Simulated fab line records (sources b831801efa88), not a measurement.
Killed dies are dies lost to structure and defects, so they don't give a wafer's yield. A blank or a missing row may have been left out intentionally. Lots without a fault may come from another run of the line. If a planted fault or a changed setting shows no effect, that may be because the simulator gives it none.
2 desks, one fault    flow sfq-line    each desk has only its own numbers; what lay behind them comes last

## METROLOGY DESK
What the gauges read, lot by lot, whatever tool the lot ran on: means of the sampled wafers that have a number. Any lot whose mean is over 4 standard deviations away from the usual mean is out of limits and marked OUT; that distance is given in the brackets.
Columns: A = I3_OVL at SFQ_I3_OVL_MEAS_923, usual -1 nm; B = M4_NB_RS at SFQ_M4_RS_MEAS_924, usual 0.889 ohm/sq; C = M4_OVL at SFQ_M4_OVL_MEAS_926, usual -2 nm; D = I4_BOW at SFQ_I4_BOW_MEAS_927, usual 2 um; E = I4_OVL at SFQ_I4_OVL_MEAS_928, usual 0 nm; F = M8_BOW at SFQ_M8_BOW_MEAS_951, usual 6 um
lot   first seen here  A   B                C   D   E   F
L555  day 44 01:04     -3  0.870            1   -2  2   -1
L557  day 45 01:05     -9  0.893            -0  -9  -8  1
L567  day 47 23:37     0   1.019 (+12) OUT  -6  1   -3  11
L569  day 48 10:26     -2  1.018 (+12) OUT  8   5   6   -6
L573  day 51 07:27     3   0.889            -9  -0  -1  -3
L574  day 51 15:25     8   0.892            -6  -4  2   -4
This desk's result: L567, L569 out of limits, first on L567 (M4_NB_RS at SFQ_M4_RS_MEAS_924), day 48 01:19. L555, L557, L573, L574: within limits.

## FOR THE TOOL OWNER'S DESK: pvd-sputter-06
The tool's own readings at SFQ_TRILAYER_M4_DEP_SPUTTER_091 (material Nb, target thk 200 nm, time 133.3 s): means of the sampled wafers that have a number, for each lot that ran on this tool. Any lot whose mean is over 4 standard deviations away from the usual mean is out of limits and marked OUT; that distance is given in the brackets.
Columns: A = chamber-pressure-pa at SFQ_TRILAYER_M4_DEP_SPUTTER_091, usual 0.13332 Pa; B = throttle-valve-pct at SFQ_TRILAYER_M4_DEP_SPUTTER_091, usual 30.2 %
lot   first seen here  A        B
L555  day 44 02:04     0.13333  29.9
L567  day 48 01:14     0.13332  29.5
L569  day 48 11:25     0.13319  30.0
Finding of this desk: none of the 3 lots has anything out of limits.

## PUT TOGETHER
The metrology desk could have raised an alarm at day 48 01:19, on L567, L569.
The tool owner's desk saw nothing out of limits.
On record at the tool owner's desk: L567, L569, within its limits.
Of the lots named, all ran SFQ_TRILAYER_M4_DEP_SPUTTER_091 on pvd-sputter-06.

## WHAT THE SIMULATOR HAD INSERTED
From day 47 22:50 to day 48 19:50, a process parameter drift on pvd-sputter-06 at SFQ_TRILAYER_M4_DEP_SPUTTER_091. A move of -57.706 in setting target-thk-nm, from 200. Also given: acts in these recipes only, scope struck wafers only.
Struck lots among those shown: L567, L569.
Hours from the fault's start to each desk's first reading out of limits: the metrology desk, 2.
